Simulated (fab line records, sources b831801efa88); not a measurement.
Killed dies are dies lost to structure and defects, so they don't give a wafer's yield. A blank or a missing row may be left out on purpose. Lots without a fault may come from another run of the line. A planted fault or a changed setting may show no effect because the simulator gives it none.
Which tool did it? | flow sky130 | 11 lots, 33 wafers sampled, at 3 steps of a route of 708

WHAT THE GAUGES READ, wafer by wafer
SKY_SD_N_RS_MEAS_16: measures by four-point-probe.
lot  | measured     | on            | SD_N_RS (ohm/sq)
L960 | day 27 21:13 | film_metro-02 | 68.24 68.33 68.37
L961 | day 28 00:25 | film_metro-04 | 68.35 68.32 68.33
L962 | day 28 18:10 | film_metro-01 | 68.71 68.57 68.75
L963 | day 29 07:43 | film_metro-01 | 68.61 68.44 68.50
L965 | day 29 23:36 | film_metro-04 | 68.42 68.53 68.33
L967 | day 31 00:04 | film_metro-01 | 68.33 68.62 68.49
L973 | day 32 17:34 | film_metro-01 | 65.94 65.99 65.86
L974 | day 33 09:16 | film_metro-01 | 65.96 65.85 65.97
L979 | day 34 08:56 | film_metro-04 | 68.53 68.52 68.50
L980 | day 35 04:14 | film_metro-02 | 68.42 68.18 68.34
L982 | day 35 11:19 | film_metro-01 | 68.46 68.66 68.52

WHICH TOOL RAN EACH LOT (tool, then ch and the chambers of the sampled wafers, then the start)
lot  | SKY_POLY_CUT_ETCH_11               | SKY_SD_N_RTA_14
L960 | rie_diel-03 ch 0,2,3, day 24 05:21 | rtp_anneal-02 ch 0, day 27 21:02
L961 | rie_diel-02 ch 1,3, day 24 07:51   | rtp_anneal-01 ch 0, day 28 00:15
L962 | rie_diel-03 ch 0,2,3, day 25 02:11 | rtp_anneal-02 ch 0, day 28 18:00
L963 | rie_diel-03 ch 0,1,3, day 25 16:00 | rtp_anneal-01 ch 0, day 29 07:32
L965 | rie_diel-02 ch 0,2, day 26 08:55   | rtp_anneal-02 ch 0, day 29 23:24
L967 | rie_diel-02 ch 1,3, day 27 09:31   | rtp_anneal-02 ch 0, day 30 23:53
L973 | rie_diel-03 ch 1,2, day 29 04:50   | rtp_anneal-02 ch 0, day 32 17:24
L974 | rie_diel-03 ch 0,1,2, day 29 20:04 | rtp_anneal-02 ch 0, day 33 09:06
L979 | rie_diel-04 ch 0,1, day 30 22:45   | rtp_anneal-01 ch 0, day 34 08:46
L980 | rie_diel-04 ch 2,3, day 31 19:42   | rtp_anneal-01 ch 0, day 35 04:04
L982 | rie_diel-03 ch 1,2, day 32 02:58   | rtp_anneal-01 ch 0, day 35 11:05
- SKY_POLY_CUT_ETCH_11: etches Si3N4 in CF4/CH2F2/Ar, stops on poly-Si, time 42.5 s, target depth 60 nm.
- SKY_SD_N_RTA_14: time 2 s.

THE ANSWER, worked out from the rows above alone
Rule: what is usual is taken from the lots themselves. Put in order of their means at a reading, lots are off if they are a third of the lots or fewer, leave a main group of 4 or more, and stand apart from it by a gap of 3 or more times the standard deviation of the main group's means; of several such gaps the widest counts. A main group whose means are all the same, to the digits that the tables above print for the reading, isn't used. A lot without any number at a reading at which 4 lots or more have one is off too. The other lots that the step has rows for count as sound.
Off: L973, L974, at SKY_SD_N_RS_MEAS_16 (SD_N_RS). The main group: mean 68.46 ohm/sq, standard deviation 0.12.
A tool fits if, at a process step before that reading, it ran every lot that is off, and no sound lot after the first of them. The gauges at SKY_SD_N_RS_MEAS_16 are tried like those tools. One fits: rtp_anneal-02 at SKY_SD_N_RTA_14. Its last sound lot is L967 (day 30 23:53), its first lot that is off L973 (day 32 17:24): a fault that began between those two fits.

WHAT THE SIMULATOR HAD PUT IN
Process parameter drift: rtp_anneal-02, from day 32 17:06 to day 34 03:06, at SKY_SD_N_RTA_14. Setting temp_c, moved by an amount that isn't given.
Lots struck among those shown: L973, L974. The rule above found the same.
